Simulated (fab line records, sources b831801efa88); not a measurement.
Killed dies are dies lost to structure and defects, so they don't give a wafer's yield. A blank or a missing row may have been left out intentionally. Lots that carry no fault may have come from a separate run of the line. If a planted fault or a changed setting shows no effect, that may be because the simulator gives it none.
Which tool did it? + flow sky130 + 11 lots, 32 wafers sampled, at 2 steps of a route of 708

## WHAT THE GAUGES SHOWED, per wafer
SKY_LOCAL_INTERCONNECT_RS_MEAS_01: measures by four-point-probe.
| lot  | measured     | on            | LOCAL_INTERCONNECT_TIN_RS (ohm/sq) |
|------|--------------|---------------|------------------------------------|
| L109 | day 28 23:49 | film-metro-01 | 14.22 14.10 14.24                  |
| L111 | day 30 01:56 | film-metro-02 | 13.93 14.08 14.08                  |
| L112 | day 30 04:02 | film-metro-03 | 14.11 14.25 14.19                  |
| L113 | day 30 12:50 | film-metro-03 | 14.03 14.08 14.02                  |
| L114 | day 31 01:50 | film-metro-01 | 14.17 14.10 14.02                  |
| L118 | day 32 06:26 | film-metro-03 | 14.20 14.07 14.17                  |
| L119 | day 32 17:38 | film-metro-01 | 13.99 14.09 13.99                  |
| L121 | day 33 10:46 | film-metro-03 | 13.98 13.98 14.07                  |
| L123 | day 34 02:21 | film-metro-03 | 14.25 14.10 14.25                  |
| L124 | day 34 04:35 | film-metro-03 | 17.35 14.40 14.44                  |
| L128 | day 35 11:52 | film-metro-01 | 17.14 13.94                        |

## TOOL THAT RAN EACH LOT (tool first, then ch and the chambers of the sampled wafers, then the start)
| lot  | SKY_LOCAL_INTERCONNECT_SPUTTER_00 |
|------|-----------------------------------|
| L109 | pvd-sputter-02, day 28 23:44      |
| L111 | pvd-sputter-04, day 30 01:50      |
| L112 | pvd-sputter-02, day 30 03:58      |
| L113 | pvd-sputter-02, day 30 12:46      |
| L114 | pvd-sputter-04, day 31 01:47      |
| L118 | pvd-sputter-04, day 32 06:22      |
| L119 | pvd-sputter-02, day 32 17:35      |
| L121 | pvd-sputter-02, day 33 10:40      |
| L123 | pvd-sputter-02, day 34 02:17      |
| L124 | pvd-sputter-02, day 34 04:31      |
| L128 | pvd-sputter-02, day 35 11:46      |
- SKY_LOCAL_INTERCONNECT_SPUTTER_00: material TiN, target thk 100 nm, time 83.3 s.

## THE ANSWER, worked out from the rows above alone
Rule: the lots themselves supply what counts as usual. The widest of any qualifying gaps counts: lots, ordered by their means at a reading, are off when they make up no more than a third of the lots, leave a main group of 4 or more, and stand apart from it by 3 or more times the standard deviation of that group's means. If all means in a main group match to the digits the tables above print for the reading, that group is not used. Also off: a lot with no number at a reading for which 4 or more lots have one. The other lots that the step has rows for count as sound.
Off: at SKY_LOCAL_INTERCONNECT_RS_MEAS_01 (LOCAL_INTERCONNECT_TIN_RS), L124, L128. Mean 14.10 ohm/sq and standard deviation 0.074 in the main group.
A tool fits if, at a process step before that reading, it ran every lot that is off, and no sound lot after the first of them. Gauges at SKY_LOCAL_INTERCONNECT_RS_MEAS_01: tried the same way as those tools. One candidate fits, namely pvd-sputter-02 at SKY_LOCAL_INTERCONNECT_SPUTTER_00. Its last sound lot is L123 (day 34 02:17), its first lot that is off L124 (day 34 04:31): a fault that began between those two fits.

## WHAT THE SIMULATOR HAD PUT IN
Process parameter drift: pvd-sputter-02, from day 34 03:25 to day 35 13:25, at SKY_LOCAL_INTERCONNECT_SPUTTER_00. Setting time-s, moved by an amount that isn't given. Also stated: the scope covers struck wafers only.
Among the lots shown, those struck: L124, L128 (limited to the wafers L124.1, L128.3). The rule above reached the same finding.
